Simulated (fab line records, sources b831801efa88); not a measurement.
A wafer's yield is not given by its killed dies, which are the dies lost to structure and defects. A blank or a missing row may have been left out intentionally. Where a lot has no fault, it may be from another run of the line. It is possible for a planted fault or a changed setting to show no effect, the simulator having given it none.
2 desks, one fault || flow sky130 || each desk has only its own numbers; what lay behind them comes last

## DESK OF THE TOOL OWNER: cvd_w-02
The tool's own readings at SKY_VIA1_CVD_21 (deposits W, target thk 270 nm, time 80.902 s): means of the sampled wafers that have a number, for each lot that ran on this tool. If a lot's mean is further than 4 standard deviations from the usual mean, the lot is out of limits and carries the mark OUT (the distance appears in the brackets).
Columns: A = heater_power_w at SKY_VIA1_CVD_21, usual 924 W
{"lot": "L617", "first seen here": "day 34 10:04", "A": 891}
{"lot": "L626", "first seen here": "day 37 11:01", "A": 886}
{"lot": "L627", "first seen here": "day 37 22:36", "A": 881}
This desk found nothing out of limits on any of the 3 lots.

## FROM THE METROLOGY DESK
What the gauges read for every lot (on any tool): the sampled wafers with a number, averaged. If a lot's mean is further than 4 standard deviations from the usual mean, the lot is out of limits and carries the mark OUT (the distance appears in the brackets).
Columns: A = METAL1_OVL at SKY_METAL1_OVL_MEAS_16, usual 0 nm; B = VIA1_W_RS at SKY_VIA1_RS_MEAS_22, usual 0.432 ohm/sq; C = METAL2_ALCU_RS at SKY_METAL2_RS_MEAS_05, usual 0.1270 ohm/sq
{"lot": "L616", "first seen here": "day 32 18:29", "A": 3, "B": 0.426, "C": 0.1255}
{"lot": "L617", "first seen here": "day 33 05:29", "A": -4, "B": 0.431, "C": 0.1273}
{"lot": "L619", "first seen here": "day 33 13:43", "A": -2, "B": 0.428, "C": 0.1281}
{"lot": "L625", "first seen here": "day 35 19:12", "A": -4, "B": 0.427, "C": 0.1262}
{"lot": "L626", "first seen here": "day 36 06:23", "A": 2, "B": 0.426, "C": 0.1275}
{"lot": "L627", "first seen here": "day 36 17:48", "A": -4, "B": 0.436, "C": 0.1280}
{"lot": "L629", "first seen here": "day 37 08:57", "A": -2, "B": 0.431, "C": 0.1246}
{"lot": "L632", "first seen here": "day 38 07:02", "A": 7, "B": 0.436, "C": 0.1265}
{"lot": "L633", "first seen here": "day 38 13:23", "A": -8, "B": 0.431, "C": 0.1258}
{"lot": "L634", "first seen here": "day 38 14:44", "A": 2, "B": 0.433, "C": 0.1271}
{"lot": "L638", "first seen here": "day 39 20:58", "A": 8, "B": 0.434, "C": 0.1267}
{"lot": "L639", "first seen here": "day 39 23:31", "A": 1, "B": 0.432, "C": 0.1265}
This desk found nothing out of limits on any of the 12 lots.

## ALL TOGETHER
Nothing out of limits was seen by the tool owner's desk.
From the metrology desk's view, nothing was out of limits.

## WHAT HAD BEEN PUT IN BY THE SIMULATOR
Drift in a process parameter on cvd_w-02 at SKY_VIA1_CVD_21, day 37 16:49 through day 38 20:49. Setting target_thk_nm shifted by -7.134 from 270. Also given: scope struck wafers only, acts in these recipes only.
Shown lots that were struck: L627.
